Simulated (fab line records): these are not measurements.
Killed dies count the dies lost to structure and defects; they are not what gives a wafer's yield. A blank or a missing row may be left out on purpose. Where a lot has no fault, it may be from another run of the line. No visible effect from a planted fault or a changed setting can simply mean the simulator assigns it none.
Matching of chambers || flow gf180mcu || cmp-01 running GF_CONTACT_CMP_27: 4 sister chambers
The step polishes, stops on SiO2, t overpolish 15 s, target thk 0 nm. 8 wafers are shown with their chamber, then 7 later ones without.

EACH WAFER AND ITS CHAMBER
{"wafer": "L805.4", "chamber": 3, "motor current A (A)": 8.5, "time to endpoint s (s)": 68.5}
{"wafer": "L806.3", "chamber": 0, "motor current A (A)": 11.0, "time to endpoint s (s)": 68.4}
{"wafer": "L806.5", "chamber": 3, "motor current A (A)": 8.7, "time to endpoint s (s)": 69.8}
{"wafer": "L810.2", "chamber": 2, "motor current A (A)": 12.2, "time to endpoint s (s)": 70.3}
{"wafer": "L810.3", "chamber": 1, "motor current A (A)": 11.2, "time to endpoint s (s)": 69.6}
{"wafer": "L810.5", "chamber": 1, "motor current A (A)": 11.4, "time to endpoint s (s)": 72.4}
{"wafer": "L813.1", "chamber": 0, "motor current A (A)": 10.7, "time to endpoint s (s)": 68.8}
{"wafer": "L813.2", "chamber": 2, "motor current A (A)": 12.8, "time to endpoint s (s)": 66.8}

WAFERS WITH NO CHAMBER GIVEN
{"wafer": "L813.4", "motor current A (A)": 10.9, "time to endpoint s (s)": 73.0}
{"wafer": "L816.1", "motor current A (A)": 8.5, "time to endpoint s (s)": 70.1}
{"wafer": "L816.5", "motor current A (A)": 9.1, "time to endpoint s (s)": 72.7}
{"wafer": "L816.6", "motor current A (A)": 11.3, "time to endpoint s (s)": 66.2}
{"wafer": "L819.1", "motor current A (A)": 10.7, "time to endpoint s (s)": 71.2}
{"wafer": "L819.4", "motor current A (A)": 12.7, "time to endpoint s (s)": 68.1}
{"wafer": "L819.6", "motor current A (A)": 10.5, "time to endpoint s (s)": 68.0}

THE CHAMBER EACH PASSED THROUGH
{"wafer": "L813.4", "from the rows above": "can't be placed: 1 or 0", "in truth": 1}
{"wafer": "L816.1", "from the rows above": 3, "in truth": 3}
{"wafer": "L816.5", "from the rows above": 3, "in truth": 3}
{"wafer": "L816.6", "from the rows above": "can't be placed: 0 or 1", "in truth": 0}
{"wafer": "L819.1", "from the rows above": "can't be placed: 0 or 1", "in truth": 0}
{"wafer": "L819.4", "from the rows above": 2, "in truth": 2}
{"wafer": "L819.6", "from the rows above": 0, "in truth": 0}
Correctly placed: 4 of 7. Can't be placed from these rows: 3 (the true chamber is among the candidates in 3). Placed wrongly: 0.
How it was worked out, from the rows above alone: a wafer's distance from a chamber is the root of the sum, over the readings, of the square of ((its reading less the chamber's mean) divided by the reading's scatter). The wafer belongs to the nearest chamber; if the next one is less than 2 further off, it can't be placed. For every chamber, the mean is computed from those of its wafers that are shown. The scatter is the square root of a quotient: the sum, over the shown wafers, of each reading's squared deviation from its chamber's mean, divided by wafers minus chambers.
